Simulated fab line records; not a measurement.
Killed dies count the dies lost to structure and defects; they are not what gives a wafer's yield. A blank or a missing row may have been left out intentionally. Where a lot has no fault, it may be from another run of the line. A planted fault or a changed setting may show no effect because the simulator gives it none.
What tool caused it?	flow sky130	13 lots with 39 wafers sampled at 3 steps, on a route of 708 steps

== WHAT THE GAUGES SHOWED, per wafer ==
SKY_LDD_HVN_OVL_MEAS_07.
lot	measured	on	LDD_HVN_OVL (nm)
L982	day 19 20:37	overlay-01	-0.8 0.3 0.2
L983	day 20 08:32	overlay-01	1.3 -0.2 -1.2
L985	day 21 06:56	overlay-02	-1.4 -0.8 -0.4
L986	day 21 19:31	overlay-01	-0.3 -1.4 -2.5
L988	day 22 08:53	overlay-02	-0.6 -1.4 -1.8
L990	day 23 00:41	overlay-02	0.5 0.7 -0.7
L991	day 23 06:44	overlay-01	-0.2 1.3 1.0
L993	day 24 07:26	overlay-02	0.2 -1.0 0.2
L994	day 24 16:19	overlay-02	-0.8 -1.6 -2.1
L997	day 25 10:50	overlay-02	3.3 2.5 2.1
L998	day 26 06:49	overlay-01	-0.1 -1.6 -2.1
L102	day 27 06:58	overlay-01	-3.5 -0.7 -2.4
L103	day 27 23:13	overlay-02	-3.3 -3.5 -1.8

SKY_LDD_LDN_OVL_MEAS_07.
lot	measured	on	LDD_LDN_OVL (nm)
L982	day 22 10:04	overlay-01	3.0 4.0 2.1
L983	day 22 20:46	overlay-02	-0.1 0.7 -0.6
L985	day 23 20:38	overlay-01	-0.8 -0.3 -1.1
L986	day 24 07:53	overlay-02	-1.8 -1.1 -1.8
L988	day 24 21:20	overlay-01	0.9 2.1 1.6
L990	day 25 11:08	overlay-02	1.4 1.4 2.6
L991	day 25 17:38	overlay-02	-1.7 -1.9 -1.9
L993	day 26 16:53	overlay-01	-1.7 -3.3 -2.8
L994	day 27 02:11	overlay-01	2.1 1.8 1.6
L997	day 27 20:49	overlay-01	-0.1 0.4 -0.4
L998	day 28 16:59	overlay-01	0.1 1.5 1.6
L102	day 29 15:34	overlay-01	0.3 0.8 0.1
L103	day 30 07:53	overlay-02	-1.9 -2.7 -1.5

== EACH LOT AND THE TOOL THAT RAN IT (in order: tool; ch and the chambers of the sampled wafers; start) ==
lot	SKY_LDD_HVP_STRIP_09
L982	plasmaAsher-02 ch 0,1, day 21 03:37
L983	plasmaAsher-03 ch 0,1, day 21 14:44
L985	plasmaAsher-02 ch 0,1, day 22 13:31
L986	plasmaAsher-04 ch 0,1, day 23 01:46
L988	plasmaAsher-02 ch 0,1, day 23 15:46
L990	plasmaAsher-04 ch 0,1, day 24 06:53
L991	plasmaAsher-03 ch 0,1, day 24 12:49
L993	plasmaAsher-02 ch 0,1, day 25 11:49
L994	plasmaAsher-02 ch 0,1, day 25 21:32
L997	plasmaAsher-04 ch 0,1, day 26 15:58
L998	plasmaAsher-04 ch 0,1, day 27 12:29
L102	plasmaAsher-04 ch 0,1, day 28 11:34
L103	plasmaAsher-04 ch 0,1, day 29 03:58
- SKY_LDD_HVP_STRIP_09: strips in O2/N2.

== AS READ BY THE TOOLS THEMSELVES (means over the sampled wafers that have a number; for cases with no such wafer, the mark the record gives instead) ==
SKY_LDD_HVP_STRIP_09.
lot	tool	drypumpMotorCurrentA (A)	oesProductAu (a.u.)	stripTimeToEndpointS (s)
L982	plasmaAsher-02	5.6	0.410	4.120
L983	plasmaAsher-03	5.6	0.406	4.120
L985	plasmaAsher-02	5.6	0.409	4.145
L986	plasmaAsher-04	5.1	0.408	4.130
L988	plasmaAsher-02	5.6	0.404	4.125
L990	plasmaAsher-04	5.2	0.405	4.124
L991	plasmaAsher-03	5.6	0.406	4.115
L993	plasmaAsher-02	5.6	0.407	4.133
L994	plasmaAsher-02	5.6	0.404	4.117
L997	plasmaAsher-04	5.1	0.408	4.126
L998	plasmaAsher-04	5.1	0.412	4.160
L102	plasmaAsher-04	5.3	0.407	4.138
L103	plasmaAsher-04	5.1	0.407	4.125

== THE ANSWER, worked out from the rows above alone ==
Rule: usual is defined by the lots themselves. Put in order of their means at a reading, lots are off if they are a third of the lots or fewer, leave a main group of 4 or more, and stand apart from it by a gap of 3 or more times the standard deviation of the main group's means; of several such gaps the widest counts. If all means in a main group match to the digits the tables above print for the reading, that group is not used. Also off: a lot with no number at a reading for which 4 or more lots have one. Any other lot the step has rows for is counted as sound. After the gauges, taken in route order, come the tools' own readings; for these a lot's mean is taken, as printed above. At the first step where some lot is off, the reading lying furthest off is the one used; lots without a number count as furthest.
No lot is off on any of the readings shown, so nothing can be concluded from this.

== WHAT WAS PUT IN BY THE SIMULATOR ==
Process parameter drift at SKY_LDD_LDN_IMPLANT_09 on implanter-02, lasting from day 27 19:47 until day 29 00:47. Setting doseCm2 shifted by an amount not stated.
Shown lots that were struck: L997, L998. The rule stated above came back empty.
